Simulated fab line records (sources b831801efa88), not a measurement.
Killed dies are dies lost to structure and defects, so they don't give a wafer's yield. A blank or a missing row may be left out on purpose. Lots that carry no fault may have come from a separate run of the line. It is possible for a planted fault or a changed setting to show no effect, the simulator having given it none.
Comparing a struck lot with a sound one / flow sky130 / 16 steps out of a route of 708
Sound: wafers L744.1, L744.3, L744.4. Wafers struck: L737.3, L737.4, L737.6. At the end, the cause is stated.
Per side, at each step with rows, come the tool, then ch with its chambers, and then its first start. Under that, the readings that differ: sound wafers / struck wafers / difference of the means / sigmas: that difference in standard deviations of wafers without a fault.
alike: a reading whose means differ by less than 2 such deviations, as well as words and numbers matching on both sides. not compared: withheld readings; readings where some wafer has no value; bounds like >300 that might hide an equal value; numbers whose values overlap and for which the record gives no deviation.
A row with sigmas, a row that says differs or no value, or rows on one side alone: a step with any of these is where the two part. Non-overlapping numbers with no deviation appear without sigmas and do not part them. Lack of a reading on every wafer of one side parts them only where that side has two or more wafers.

first, 2 steps without rows for these wafers: SKY_VT_ADJUST_PCH_PEB_05; SKY_VT_ADJUST_PCH_DEVELOP_06 (develop time 60 s).
SKY_VT_ADJUST_PCH_OVL_MEAS_07:
  sound on overlay-02 at day 15 21:53; struck on overlay-01 at day 13 13:38
reading=VT_ADJUST_PCH_OVL (nm); sound=-4.5 -0.8 -1.9; struck=2.1 1.4 2.1; difference=+4.3; sigmas=+3
next, for these wafers, 1 step has no rows: SKY_VT_ADJUST_PCH_IMPLANT_08.
SKY_VT_ADJUST_PCH_STRIP_09: strips in O2/N2.
  sound on plasma_asher-03 ch 0,1, day 15 22:05; struck on plasma_asher-02 ch 0,1, day 13 13:50
reading=drypump_motor_current_A (A); sound=6.39 6.46 6.02; struck=5.70 5.60 5.60; difference=-0.66; sigmas=-2
  alike: oes_product_au, strip_time_to_endpoint_s
  not compared: rf_hours_counter_h
SKY_VT_ADJUST_PCH_TW_MEAS_10:
  sound on film_metro-03 at day 15 22:11; struck on film_metro-01 at day 13 13:56
  alike: VT_ADJUST_PCH_TW
then, 6 steps without rows for these wafers: SKY_SONOS_TUNNEL_DEHYDRATE_00 (time 60 s); SKY_SONOS_TUNNEL_HMDS_01 (prime time 60 s); SKY_SONOS_TUNNEL_COAT_02 (resist thk 1140 nm); SKY_SONOS_TUNNEL_SOFTBAKE_03 (time 60 s); SKY_SONOS_TUNNEL_EXPOSE_04 (exposes mask TUNM, target cd 410 nm); SKY_SONOS_TUNNEL_PEB_05.
SKY_SONOS_TUNNEL_DEVELOP_06: develop time 60 s.
  sound on litho_track-03 ch 0, day 17 02:41; struck on litho_track-01 ch 0, day 14 15:50
reading=model.SONOS_TUNNEL.cd_nm (nm); sound=412 411.7 411; struck=395 397.2 397.5; difference=-15; sigmas=
SKY_SONOS_TUNNEL_CD_MEAS_07 targets a cd of 410 nm.
  sound on cd_sem-02 at day 17 02:50; struck on cd_sem-01 at day 14 15:58
reading=cd_nm (nm); sound=411.9 411.8 410.9; struck=395.1 397.2 397.3; difference=-15.0; sigmas=-7
SKY_SONOS_TUNNEL_OVL_MEAS_08:
  sound on overlay-01 at day 17 02:57; struck on overlay-02 at day 14 16:04
  alike: SONOS_TUNNEL_OVL
-- record jumps: 34 days separate the struck wafers' starts on either side; left off in module SONOS_TUNNEL, taken up again in module PAD_OPEN, whose first shown step is the route's number 708 --
SKY_PAD_OPEN_PROBE_99:
  sound on prober-02 at day 49 20:27; struck on prober-01 at day 48 09:28
  alike: killed_at_M0_to_M3, killed_at_M4_up, killed_at_contacts, killed_at_front_end, killed_at_other, killed_dies, killed_open, killed_short

== WHERE THEY PART ==
First at SKY_VT_ADJUST_PCH_OVL_MEAS_07; last, within this record, at SKY_SONOS_TUNNEL_CD_MEAS_07. Later steps at which nothing parts them and some readings are alike: SKY_SONOS_TUNNEL_OVL_MEAS_08, SKY_PAD_OPEN_PROBE_99.

WHY: whatever the simulator had introduced
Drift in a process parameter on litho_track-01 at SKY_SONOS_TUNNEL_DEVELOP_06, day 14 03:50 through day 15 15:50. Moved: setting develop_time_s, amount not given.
